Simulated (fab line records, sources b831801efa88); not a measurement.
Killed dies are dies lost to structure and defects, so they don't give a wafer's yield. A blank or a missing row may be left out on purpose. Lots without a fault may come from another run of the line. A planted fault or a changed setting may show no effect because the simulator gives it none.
fab line records | flow sky130 | part 1 of 2: steps 1 to 30 of 40
record lots=5 wafers=15 last_day=50
route steps=708 shown LDD_HVP@287 LDD_LDN@289 SPACER@304 POLY_CUT@307 SD_P@320
lots that met no fault: from a run of the same line without faults
start_h: hours from the record's first day to the start of the lot's first wafer shown | wait_h: hours since the lot's step before | " the same as in the row above | L1.1+2: a row that stands for several wafers | - no value, or no start given | * or withheld: withheld | < > ~ a bound
route shown NAME@n: a module of which the file shows steps, and the number in the route of the first | usual: mean/standard deviation of fault-free wafers | same: alike in all rows | chamber/n: place in a boat | sites: the reading at each site | _std_site: their standard deviation | _edge_site: outer sites' mean less inner sites' | radius_mm: how far each site lies from the wafer's centre | mask NAME#n: copy n | behind: the tool/chamber that last shaped the wafer | hold: why the lot was held/for how many hours/how that ended | device: the transistor (n, p or np) that didn't switch | end of line: the same wafers' tests at the end of the route | a step without rows: its recipe alone | killed: dies lost to structure and defects at the first sort, not the wafer's yield | map: a wafer's dies, x killed, . not, _ none there
set.NAME: the setting as run; set.NAME@STEP: as run at that earlier step | model.NAME: the simulator's own value behind a step, which no gauge read
lots at some steps of the route; a table a step, a row a wafer
services: from which hour (start_h, from the record's first day; less than 0 if before it) a tool's chamber was out of use, for how many hours, and why
## steps
# step SKY_LDD_HVP_STRIP_09
# recipe chemistry=O2/N2 power_w=1400 pressure_mtorr=1500 platen_temp_c=withheld o2_flow_sccm=3000 n2_flow_sccm=300 overash_fraction=0.5
# usual drypump_motor_current_A=5.5/0.47 oes_product_au=0.409/0.0043 strip_time_to_endpoint_s=4.139/0.012
# columns lot.wafer tool chamber start_h wait_h drypump_motor_current_A oes_product_au rf_hours_counter_h strip_time_to_endpoint_s
L084.1 plasma_asher-01 0 608.87 0.1 4.9 0.410 51 4.137
L084.3 " 1 " " 5.7 0.416 - 4.152
L084.4 " 0 " " 4.9 0.410 - 4.169
L083.3 plasma_asher-02 0 610.00 0.1 6.1 0.417 - 4.132
L083.5 " 1 " " 5.2 0.410 - 4.143
L083.6 " 0 " " 6.1 0.409 - 4.151
L085.1 plasma_asher-03 0 636.17 0.1 5.3 0.408 20 4.119
L085.2 " 1 " " 6.2 0.410 20 4.134
L085.6 " 0 " " 5.3 0.410 - 4.132
L091.1 plasma_asher-03 0 663.60 0.1 5.2 0.408 22 4.149
L091.4 " 1 " " 6.2 0.409 - 4.133
L091.6 " 0 " " 5.2 0.414 - 4.122
L095.1 plasma_asher-01 0 680.09 0.1 4.9 0.408 58 4.136
L095.4 " 1 " " 5.7 0.404 - 4.143
L095.6 " 1 " " 5.7 0.408 - 4.149
# step SKY_LDD_HVP_TW_MEAS_10
# usual LDD_HVP_TW=453.4/2.3
# columns lot.wafer tool chamber start_h wait_h LDD_HVP_TW
L084.1 film_metro-03 - 608.97 0.1 449.9
L084.3 " - " " 449.8
L084.4 " - " " 449.4
L083.3 film_metro-02 - 610.09 0.1 454.7
L083.5 " - " " 452.1
L083.6 " - " " 451.2
L085.1 film_metro-02 - 636.27 0.1 456.1
L085.2 " - " " 453.3
L085.6 " - " " 454.9
L091.1 film_metro-03 - 663.70 0.1 456.6
L091.4 " - " " 452.2
L091.6 " - " " 456.4
L095.1 film_metro-03 - 680.19 0.1 449.8
L095.4 " - " " 449.8
L095.6 " - " " 449.6
# step SKY_LDD_LDN_DEHYDRATE_00
# recipe temp_c=200 time_s=60
# columns lot.wafer tool chamber start_h wait_h
L084.1+3+4 litho_track-03 0 622.91 13.9
L083.3+5+6 litho_track-04 0 623.99 13.9
L085.1+2+6 litho_track-04 0 649.74 13.5
L091.1+4+6 litho_track-01 0 676.83 13.1
L095.1+4+6 litho_track-04 0 694.54 14.3
# step SKY_LDD_LDN_HMDS_01
# recipe prime_time_s=60 prime_temp_c=120
# columns lot.wafer tool chamber start_h wait_h
L084.1+3+4 litho_track-03 0 623.06 0.1
L083.3+5+6 litho_track-04 0 624.14 0.1
L085.1+2+6 litho_track-04 0 649.89 0.1
L091.1+4+6 litho_track-01 0 676.98 0.1
L095.1+4+6 litho_track-04 0 694.69 0.1
# step SKY_LDD_LDN_COAT_02
# recipe resist=NOVOLAK spin_rpm=3000 resist_thk_nm=1140
# columns lot.wafer tool chamber start_h wait_h
L084.1+3+4 litho_track-03 0 623.21 0.1
L083.3+5+6 litho_track-04 0 624.29 0.1
L085.1+2+6 litho_track-04 0 650.04 0.1
L091.1+4+6 litho_track-01 0 677.13 0.1
L095.1+4+6 litho_track-04 0 694.84 0.1
# step SKY_LDD_LDN_SOFTBAKE_03
# recipe temp_c=90 time_s=60 resist=NOVOLAK
# columns lot.wafer tool chamber start_h wait_h
L084.1+3+4 litho_track-03 0 623.36 0.1
L083.3+5+6 litho_track-04 0 624.44 0.1
L085.1+2+6 litho_track-04 0 650.19 0.1
L091.1+4+6 litho_track-01 0 677.28 0.1
L095.1+4+6 litho_track-04 0 694.99 0.1
# step SKY_LDD_LDN_EXPOSE_04
# recipe mask_id=LDNTM na=0.6 source_shape=conventional sigma_outer=0.6 polarization=unpolarized target_cd_nm=700 dose_mj=140
# usual focus_offset_nm=0.0/0.51
# same sigma_outer=0.6
# columns lot.wafer tool chamber start_h wait_h mask focus_offset_nm
L084.1 iline_stepper-01 0 - - LDNTM#0 -0.1
L084.3 " 0 " " LDNTM#0 0.4
L084.4 " 0 " " LDNTM#0 0.7
L083.3 iline_stepper-02 0 - - LDNTM#0 0.8
L083.5 " 0 " " LDNTM#0 0.0
L083.6 " 0 " " LDNTM#0 0.2
L085.1 iline_stepper-02 0 - - LDNTM#0 -0.1
L085.2 " 0 " " LDNTM#0 -0.8
L085.6 " 0 " " LDNTM#0 -0.1
L091.1 iline_stepper-02 0 - - LDNTM#0 0.1
L091.4 " 0 " " LDNTM#0 -0.2
L091.6 " 0 " " LDNTM#0 -0.3
L095.1 iline_stepper-02 0 - - LDNTM#0 -0.5
L095.4 " 0 " " LDNTM#0 0.3
L095.6 " 0 " " LDNTM#0 0.5
# step SKY_LDD_LDN_PEB_05
# recipe temp_c=withheld time_s=* resist=NOVOLAK
# columns lot.wafer tool chamber start_h wait_h
L084.1+3+4 litho_track-01 0 - -
L083.3+5+6 litho_track-04 0 - -
L085.1+2+6 litho_track-04 0 - -
L091.1+4+6 litho_track-04 0 - -
L095.1+4+6 litho_track-03 0 - -
# step SKY_LDD_LDN_DEVELOP_06
# recipe resist=NOVOLAK developer=TMAH develop_time_s=60 dev_temp_c=23
# same develop_time_s=60
# columns lot.wafer tool chamber start_h wait_h
L084.1+3+4 litho_track-01 0 637.53 0.1
L083.3+5+6 litho_track-04 0 638.19 0.1
L085.1+2+6 litho_track-04 0 664.34 0.1
L091.1+4+6 litho_track-04 0 691.49 0.1
L095.1+4+6 litho_track-03 0 708.66 0.1
# step SKY_LDD_LDN_OVL_MEAS_07
# usual LDD_LDN_OVL=1.0/1.4
# columns lot.wafer tool chamber start_h wait_h LDD_LDN_OVL[nm]
L084.1 overlay-02 - 637.68 0.1 -0.9
L084.3 " - " " 1.5
L084.4 " - " " 0.4
L083.3 overlay-02 - 638.31 0.1 0.3
L083.5 " - " " -0.5
L083.6 " - " " 1.2
L085.1 overlay-02 - 664.49 0.1 0.9
L085.2 " - " " 2.6
L085.6 " - " " 1.2
L091.1 overlay-02 - 691.64 0.1 1.4
L091.4 " - " " 2.6
L091.6 " - " " 0.7
L095.1 overlay-01 - 708.81 0.1 0.6
L095.4 " - " " -0.7
L095.6 " - " " 2.6
# step SKY_LDD_LDN_IMPLANT_08
# recipe species=As energy_kev=15 dose_cm2=1.25e+13 tilt_deg=withheld rotation_deg=23
# usual end_station_pressure_torr=5.07e-06/2.7e-07 faraday_current_uA=70.6/1.4
# same implant_ion_amu=75
# columns lot.wafer tool chamber start_h wait_h end_station_pressure_torr faraday_current_uA
L084.1 implanter-02 0 637.72 0.0 5.39e-06 69.6
L084.3 " 0 " " 5.54e-06 70.3
L084.4 " 0 " " 5.41e-06 69.4
L083.3 implanter-01 0 638.38 0.1 5.39e-06 69.4
L083.5 " 0 " " 5e-06 68.2
L083.6 " 0 " " 4.99e-06 70.7
L085.1 implanter-03 0 664.53 0.0 5.17e-06 69.8
L085.2 " 0 " " 5.27e-06 69.2
L085.6 " 0 " " 5.59e-06 72.2
L091.1 implanter-02 0 691.68 0.0 5.3e-06 72.0
L091.4 " 0 " " 4.81e-06 70.7
L091.6 " 0 " " 5.03e-06 70.8
L095.1 implanter-01 0 708.84 0.0 5.43e-06 71.9
L095.4 " 0 " " 4.83e-06 70.9
L095.6 " 0 " " 4.87e-06 70.4
# step SKY_LDD_LDN_IMPLANT_09
# recipe species=As energy_kev=15 dose_cm2=1.25e+13 tilt_deg=withheld rotation_deg=113
# usual end_station_pressure_torr=5.02e-06/2.9e-07 faraday_current_uA=70.5/1.4
# same implant_ion_amu=75
# columns lot.wafer tool chamber start_h wait_h end_station_pressure_torr faraday_current_uA
L084.1 implanter-02 0 637.87 0.1 5e-06 71.0
L084.3 " 0 " " 5.24e-06 69.5
L084.4 " 0 " " 5.57e-06 71.8
L083.3 implanter-01 0 638.53 0.1 4.9e-06 70.3
L083.5 " 0 " " 5.12e-06 72.0
L083.6 " 0 " " 5.42e-06 69.8
L085.1 implanter-03 0 664.68 0.1 5.09e-06 69.8
L085.2 " 0 " " 5.37e-06 70.1
L085.6 " 0 " " 5.29e-06 73.0
L091.1 implanter-02 0 691.83 0.1 5.12e-06 72.3
L091.4 " 0 " " 4.61e-06 69.1
L091.6 " 0 " " 4.72e-06 70.2
L095.1 implanter-01 0 708.99 0.1 5.02e-06 72.1
L095.4 " 0 " " 4.85e-06 71.2
L095.6 " 0 " " 4.94e-06 70.0
# step SKY_LDD_LDN_IMPLANT_10
# recipe species=As energy_kev=15 dose_cm2=1.25e+13 tilt_deg=withheld rotation_deg=203
# usual end_station_pressure_torr=5.04e-06/2.7e-07 faraday_current_uA=70.4/1.4
# same implant_ion_amu=75
# columns lot.wafer tool chamber start_h wait_h end_station_pressure_torr faraday_current_uA
L084.1 implanter-02 0 638.02 0.1 5.29e-06 71.0
L084.3 " 0 " " 5.49e-06 69.0
L084.4 " 0 " " 4.69e-06 70.5
L083.3 implanter-01 0 638.68 0.1 4.72e-06 71.8
L083.5 " 0 " " 5e-06 70.3
L083.6 " 0 " " 5.02e-06 67.6
L085.1 implanter-03 0 664.83 0.1 4.9e-06 70.6
L085.2 " 0 " " 5.03e-06 71.3
L085.6 " 0 " " 5.47e-06 70.3
L091.1 implanter-02 0 691.98 0.1 4.89e-06 71.2
L091.4 " 0 " " 5.44e-06 69.3
L091.6 " 0 " " 4.69e-06 69.4
L095.1 implanter-01 0 709.14 0.1 5.13e-06 71.9
L095.4 " 0 " " 4.59e-06 68.5
L095.6 " 0 " " 5.01e-06 69.4
# step SKY_LDD_LDN_IMPLANT_11
# recipe species=As energy_kev=15 dose_cm2=1.25e+13 tilt_deg=withheld rotation_deg=293
# usual end_station_pressure_torr=5e-06/2.6e-07 faraday_current_uA=70.6/1.4
# same implant_ion_amu=75
# columns lot.wafer tool chamber start_h wait_h end_station_pressure_torr faraday_current_uA
L084.1 implanter-02 0 638.17 0.1 5.01e-06 69.4
L084.3 " 0 " " 4.75e-06 71.9
L084.4 " 0 " " 5.02e-06 69.4
L083.3 implanter-01 0 638.83 0.1 5.07e-06 71.4
L083.5 " 0 " " 4.95e-06 72.5
L083.6 " 0 " " 5.14e-06 68.3
L085.1 implanter-03 0 664.98 0.1 4.99e-06 71.3
L085.2 " 0 " " 5.19e-06 71.0
L085.6 " 0 " " 5.17e-06 71.6
L091.1 implanter-02 0 692.13 0.1 4.99e-06 71.5
L091.4 " 0 " " 5.05e-06 70.1
L091.6 " 0 " " 4.62e-06 68.9
L095.1 implanter-01 0 709.29 0.1 5.13e-06 70.6
L095.4 " 0 " " 4.76e-06 67.7
L095.6 " 0 " " 5.46e-06 70.6
# step SKY_LDD_LDN_STRIP_12
# recipe chemistry=O2/N2 power_w=1400 pressure_mtorr=1500 platen_temp_c=withheld o2_flow_sccm=3000 n2_flow_sccm=300 overash_fraction=0.5
# usual drypump_motor_current_A=5.5/0.41 oes_product_au=0.716/0.0042 strip_time_to_endpoint_s=14.20/0.035
# columns lot.wafer tool chamber start_h wait_h drypump_motor_current_A oes_product_au rf_hours_counter_h strip_time_to_endpoint_s
L084.1 plasma_asher-01 0 638.32 0.1 4.9 0.715 54 14.24
L084.3 " 0 " " 5.0 0.718 - 14.24
L084.4 " 1 " " 5.7 0.718 - 14.26
L083.3 plasma_asher-04 1 638.96 0.1 5.2 0.719 - 14.22
L083.5 " 0 " " 5.8 0.722 - 14.20
L083.6 " 1 " " 5.2 0.717 - 14.21
L085.1 plasma_asher-04 1 665.13 0.1 5.2 0.715 93 14.16
L085.2 " 0 " " 5.8 0.706 93 14.17
L085.6 " 0 " " 5.8 0.714 - 14.22
L091.1 plasma_asher-02 1 692.28 0.1 5.2 0.723 86 14.16
L091.4 " 0 " " 6.1 0.714 - 14.14
L091.6 " 1 " " 5.2 0.713 - 14.16
L095.1 plasma_asher-01 1 709.44 0.1 5.7 0.713 61 14.21
L095.4 " 1 " " 5.7 0.721 - 14.21
L095.6 " 0 " " 4.9 0.710 - 14.24
# step SKY_LDD_LDN_TW_MEAS_13
# usual LDD_LDN_TW=1469/10
# columns lot.wafer tool chamber start_h wait_h LDD_LDN_TW
L084.1 film_metro-03 - 638.42 0.1 1465
L084.3 " - " " 1472
L084.4 " - " " 1475
L083.3 film_metro-04 - 639.05 0.1 1459
L083.5 " - " " 1458
L083.6 " - " " 1457
L085.1 film_metro-03 - 665.23 0.1 1475
L085.2 " - " " 1474
L085.6 " - " " 1467
L091.1 film_metro-01 - 692.38 0.1 1483
L091.4 " - " " 1476
L091.6 " - " " 1486
L095.1 film_metro-01 - 709.54 0.1 1490
L095.4 " - " " 1486
L095.6 " - " " 1481
# step SKY_LDD_LDN_CLEAN_14
# recipe chemistry=SC1/SC2 mix=1:4:20 temp_c=70 time_s=150 dry=n2_spin
# columns lot.wafer tool chamber start_h wait_h
L084.1+3+4 wet_bench-04 1 638.48 0.1
L083.3+5+6 wet_bench-03 2 639.09 0.0
L085.1+2+6 wet_bench-02 2 665.29 0.1
L091.1+4+6 wet_bench-03 1 692.44 0.1
L095.1+4+6 wet_bench-02 1 709.60 0.1
# step SKY_SPACER_CVD_00
# recipe material=Si3N4 precursor=DCS/NH3 target_thk_nm=43.1 temp_c=770 time_s=740 pressure_mtorr=250
# columns lot.wafer tool chamber start_h wait_h
L084.1+3+4 lpcvd-02 1 638.53 0.0
L083.3+5+6 lpcvd-02 0 640.78 1.6
L085.1+2+6 lpcvd-02 0 666.23 0.9
L091.1+4+6 lpcvd-02 1 692.86 0.4
L095.1+4+6 lpcvd-02 1 709.94 0.3
# step SKY_SPACER_THK_MEAS_01
# recipe reads=Si3N4_of_SPACER_CVD_00
# usual SPACER_CVD_00_THK=43.1/0.46
# columns lot.wafer tool chamber start_h wait_h SPACER_CVD_00_THK[nm]
L084.1 film_metro-02 - 639.73 0.0 43.0
L084.3 " - " " 43.1
L084.4 " - " " 43.1
L083.3 film_metro-02 - 642.01 0.0 43.2
L083.5 " - " " 43.2
L083.6 " - " " 42.9
L085.1 film_metro-04 - 667.44 0.0 42.5
L085.2 " - " " 42.9
L085.6 " - " " 42.8
L091.1 film_metro-04 - 694.07 0.0 43.6
L091.4 " - " " 43.6
L091.6 " - " " 43.9
L095.1 film_metro-02 - 711.14 0.0 43.0
L095.4 " - " " 43.4
L095.6 " - " " 43.2
# step SKY_SPACER_ETCHBACK_02
# recipe chemistry=CH3F/O2 target=Si3N4 stop_on=SiO2 source_w=400 bias_w=80 pressure_mtorr=25 ch3f_flow_sccm=40 O2_flow_sccm=30 time_s=46.7 target_depth_a=450
# usual drypump_motor_current_A=5.9/0.39 oes_product_au=0.855/0.0069 throttle_valve_pct=10.564/0.0094
# columns lot.wafer tool chamber start_h wait_h drypump_motor_current_A oes_product_au rf_hours_counter_h throttle_valve_pct
L084.1 rie_diel-04 1 639.79 0.1 5.6 0.859 2 10.574
L084.3 " 0 " " 6.5 0.853 14 10.553
L084.4 " 3 " " 5.6 0.859 4 10.572
L083.3 rie_diel-01 0 642.05 0.0 5.4 0.854 6 10.587
L083.5 " 3 " " 6.2 0.853 - 10.559
L083.6 " 2 " " 5.8 0.848 - 10.562
L085.1 rie_diel-02 0 667.50 0.1 5.3 0.852 43 10.558
L085.2 " 2 " " 6.1 0.854 3 10.549
L085.6 " 3 " " 6.2 0.854 - 10.556
L091.1 rie_diel-02 2 694.13 0.1 6.1 0.864 4 10.573
L091.4 " 3 " " 6.2 0.861 12 10.561
L091.6 " 3 " " 6.2 0.865 - 10.582
L095.1 rie_diel-04 3 711.20 0.1 5.6 0.855 6 10.573
L095.4 " 2 " " 5.3 0.851 5 10.558
L095.6 " 2 " " 5.3 0.861 - 10.552
# step SKY_POLY_CUT_DEHYDRATE_00
# recipe temp_c=200 time_s=60
# columns lot.wafer tool chamber start_h wait_h
L084.1+3+4 litho_track-01 0 652.88 13.1
L083.3+5+6 litho_track-02 0 655.92 13.8
L085.1+2+6 litho_track-01 0 680.38 12.9
L091.1+4+6 litho_track-02 0 706.82 12.7
L095.1+4+6 litho_track-02 0 724.62 13.4
# step SKY_POLY_CUT_HMDS_01
# recipe prime_time_s=60 prime_temp_c=120
# columns lot.wafer tool chamber start_h wait_h
L084.1+3+4 litho_track-01 0 653.03 0.1
L083.3+5+6 litho_track-02 0 656.07 0.1
L085.1+2+6 litho_track-01 0 680.53 0.1
L091.1+4+6 litho_track-02 0 706.97 0.1
L095.1+4+6 litho_track-02 0 724.77 0.1
# step SKY_POLY_CUT_COAT_02
# recipe resist=BARC temp_c=withheld time_s=withheld spin_rpm=3000 resist_thk_nm=60
# columns lot.wafer tool chamber start_h wait_h
L084.1+3+4 litho_track-01 0 653.18 0.1
L083.3+5+6 litho_track-02 0 656.22 0.1
L085.1+2+6 litho_track-01 0 680.68 0.1
L091.1+4+6 litho_track-02 0 707.12 0.1
L095.1+4+6 litho_track-02 0 724.92 0.1
# step SKY_POLY_CUT_COAT_03
# recipe resist=KrF-thick spin_rpm=3000 resist_thk_nm=450
# columns lot.wafer tool chamber start_h wait_h
L084.1+3+4 litho_track-01 0 - -
L083.3+5+6 litho_track-02 0 - -
L085.1+2+6 litho_track-01 0 - -
L091.1+4+6 litho_track-02 0 - -
L095.1+4+6 litho_track-02 0 - -
# step SKY_POLY_CUT_SOFTBAKE_04
# recipe temp_c=100 time_s=88.54 resist=KrF-thick
# columns lot.wafer tool chamber start_h wait_h
L084.1+3+4 litho_track-01 0 - -
L083.3+5+6 litho_track-02 0 - -
L085.1+2+6 litho_track-01 0 - -
L091.1+4+6 litho_track-02 0 - -
L095.1+4+6 litho_track-02 0 - -
# step SKY_POLY_CUT_EXPOSE_05
# recipe mask_id=NPCM na=0.8 source_shape=annular sigma_inner=0.55 sigma_outer=0.85 target_cd_nm=270 dose_mj=32
# usual focus_offset_nm=0.0/0.48
# same sigma_outer=0.85
# columns lot.wafer tool chamber start_h wait_h mask focus_offset_nm
L084.1 krf_scanner-02 0 - - NPCM#0 -0.3
L084.3 " 0 " " NPCM#0 0.0
L084.4 " 0 " " NPCM#0 0.3
L083.3 krf_scanner-02 0 - - NPCM#0 0.5
L083.5 " 0 " " NPCM#0 -0.1
L083.6 " 0 " " NPCM#0 0.8
L085.1 krf_scanner-02 0 - - NPCM#0 0.5
L085.2 " 0 " " NPCM#0 0.4
L085.6 " 0 " " NPCM#0 0.8
L091.1 krf_scanner-02 0 - - NPCM#0 -0.4
L091.4 " 0 " " NPCM#0 0.1
L091.6 " 0 " " NPCM#0 -0.5
L095.1 krf_scanner-01 0 - - NPCM#0 -0.3
L095.4 " 0 " " NPCM#0 0.8
L095.6 " 0 " " NPCM#0 0.3
# step SKY_POLY_CUT_PEB_06
# recipe peb_temp_c=withheld peb_time_s=withheld resist=KrF-thick
# columns lot.wafer tool chamber start_h wait_h
L084.1+3+4 litho_track-01 0 - -
L083.3+5+6 litho_track-01 0 - -
L085.1+2+6 litho_track-02 0 - -
L091.1+4+6 litho_track-02 0 - -
L095.1+4+6 litho_track-02 0 - -
# step SKY_POLY_CUT_DEVELOP_07
# recipe develop_time_s=60 resist=KrF-thick dev_temp_c=21
# same develop_time_s=60
# columns lot.wafer tool chamber start_h wait_h
L084.1+3+4 litho_track-01 0 - -
L083.3+5+6 litho_track-01 0 - -
L085.1+2+6 litho_track-02 0 - -
L091.1+4+6 litho_track-02 0 - -
L095.1+4+6 litho_track-02 0 - -
# step SKY_POLY_CUT_CD_MEAS_08
# recipe target_cd_nm=270
# usual cd_nm=269.9/1.3
# columns lot.wafer tool chamber start_h wait_h cd_nm
L084.1 cd_sem-01 - 667.23 - 269.7
L084.3 " - " " 271.5
L084.4 " - " " 270.0
L083.3 cd_sem-02 - 669.87 - 270.2
L083.5 " - " " 268.4
L083.6 " - " " 269.5
L085.1 cd_sem-02 - 695.68 - 269.1
L085.2 " - " " 269.1
L085.6 " - " " 268.3
L091.1 cd_sem-02 - 721.62 - 270.4
L091.4 " - " " 271.6
L091.6 " - " " 269.9
L095.1 cd_sem-02 - 738.97 - 271.1
L095.4 " - " " 271.0
L095.6 " - " " 271.1
# step SKY_POLY_CUT_OVL_MEAS_09
# usual POLY_CUT_OVL=-1/4.3
# columns lot.wafer tool chamber start_h wait_h POLY_CUT_OVL[nm]
L084.1 overlay-02 - 667.35 0.1 1
L084.3 " - " " -2
L084.4 " - " " -6
L083.3 overlay-01 - 669.96 0.1 7
L083.5 " - " " 4
L083.6 " - " " 0
L085.1 overlay-01 - 695.80 0.1 3
L085.2 " - " " -2
L085.6 " - " " -4
L091.1 overlay-01 - 721.74 0.1 7
L091.4 " - " " 3
L091.6 " - " " 6
L095.1 overlay-01 - 739.09 0.1 -5
L095.4 " - " " 1
L095.6 " - " " -3
